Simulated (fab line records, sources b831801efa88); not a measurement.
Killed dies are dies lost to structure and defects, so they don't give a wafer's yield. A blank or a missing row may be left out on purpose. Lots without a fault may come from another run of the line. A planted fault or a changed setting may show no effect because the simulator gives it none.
A struck lot beside a sound one | flow gf180mcu | 16 steps out of a route of 602
Sound: wafers L885.1, L885.4, L885.6. Struck: wafers L877.1, L877.4, L877.6. The cause comes at the end.
At each step with rows: each side's tool, then ch and its chambers, then its first start. Under that, the readings that differ: sound wafers | struck wafers | difference of the means | sigmas: that difference in standard deviations of wafers without a fault.
alike: readings whose means differ by less than 2 such deviations, and words and numbers that are the same on both sides. not compared: withheld readings, readings that some wafer has no value for, bounds like >300 that may hide the same value, and numbers for which the record gives no deviation and whose values overlap.
The two part at a step that has a row with sigmas, a row that says differs or no value, or rows on one side only. Numbers that don't overlap but have no deviation are shown without sigmas and don't part them. A reading that every wafer of one side lacks parts them only if that side has two wafers or more.

GF_TOP_METAL_SPUTTER_04: material TiN, target thk 25 nm, time 20.8 s.
  sound on pvd_sputter-04, day 31 09:14; struck on pvd_sputter-03, day 29 01:04
  alike: cathode_dc_power_W, throttle_valve_pct
GF_TOP_METAL_RS_MEAS_05: measures by four-point-probe.
  sound on film_metro-03, day 31 09:16; struck on film_metro-02, day 29 01:17
  alike: TOP_METAL_ALCU_RS
GF_TOP_METAL_THK_MEAS_06: measures by xrf.
  sound on film_metro-03, day 31 09:23; struck on film_metro-02, day 29 01:24
  alike: TOP_METAL_ALCU_THK
then, 7 steps without rows for these wafers: GF_TOP_METAL_DEHYDRATE_07 (time 60 s); GF_TOP_METAL_HMDS_08 (prime time 60 s); GF_TOP_METAL_COAT_09 (resist thk 1500 nm); GF_TOP_METAL_SOFTBAKE_10 (time 60 s); GF_TOP_METAL_EXPOSE_11 (exposes mask MetalTop, target cd 440 nm); GF_TOP_METAL_PEB_12; GF_TOP_METAL_DEVELOP_13 (develop time 60 s).
GF_TOP_METAL_CD_MEAS_14: target cd 440 nm.
  sound on cd_sem-01, day 32 02:08; struck on cd_sem-01, day 29 19:56
  alike: cd_nm
GF_TOP_METAL_OVL_MEAS_15:
  sound on overlay-01, day 32 02:15; struck on overlay-01, day 29 20:03
  alike: TOP_METAL_OVL
GF_TOP_METAL_METAL_ETCH_16: etches the open film in Cl2/BCl3, stops on SiO2, target depth 1197 nm, time 199.5 s.
  sound on rie_metal-02 ch 0,1, day 32 02:17; struck on rie_metal-02 ch 0,1, day 29 20:05
  no value came back on the struck wafers for any of 5 readings (bcl3_flow_sccm (sccm), bias_w (W) and others); on the sound wafers bcl3_flow_sccm (sccm) reads 39.90 39.90 39.92
  reading                                        | sound          | struck         | difference | sigmas
  model.NOVOLAK_of_TOP_METAL_COAT_09.thk_nm (nm) | 1010 1010 1030 | 1505 1506 1504 | +488       |
  not compared: rf_hours_counter_h
GF_TOP_METAL_STRIP_17: strips in O2/N2.
  sound on plasma_asher-02 ch 0,1, day 32 02:29; struck on plasma_asher-04 ch 0,1, day 29 20:17
  reading                      | sound             | struck            | difference | sigmas
  heater_power_w (W)           | 296 351 291       | 343 371 380       | +52        | +2
  strip_time_to_endpoint_s (s) | 12.77 12.79 13.03 | 18.28 18.30 18.28 | +5.42      | +57
  alike: drypump_motor_current_A, oes_product_au
  not compared: rf_hours_counter_h
then, 1 step without rows for these wafers: GF_TOP_METAL_STRIP_18 (strips in post etch residue remover, time 1200 s).
GF_PASSIVATION_PROBE_99:
  the record has rows for the struck wafers here (prober-02, day 30 17:55) and none for the sound ones

WHERE THEY PART
First at GF_TOP_METAL_METAL_ETCH_16; last, within this record, at GF_PASSIVATION_PROBE_99.

WHY: what the simulator had put in
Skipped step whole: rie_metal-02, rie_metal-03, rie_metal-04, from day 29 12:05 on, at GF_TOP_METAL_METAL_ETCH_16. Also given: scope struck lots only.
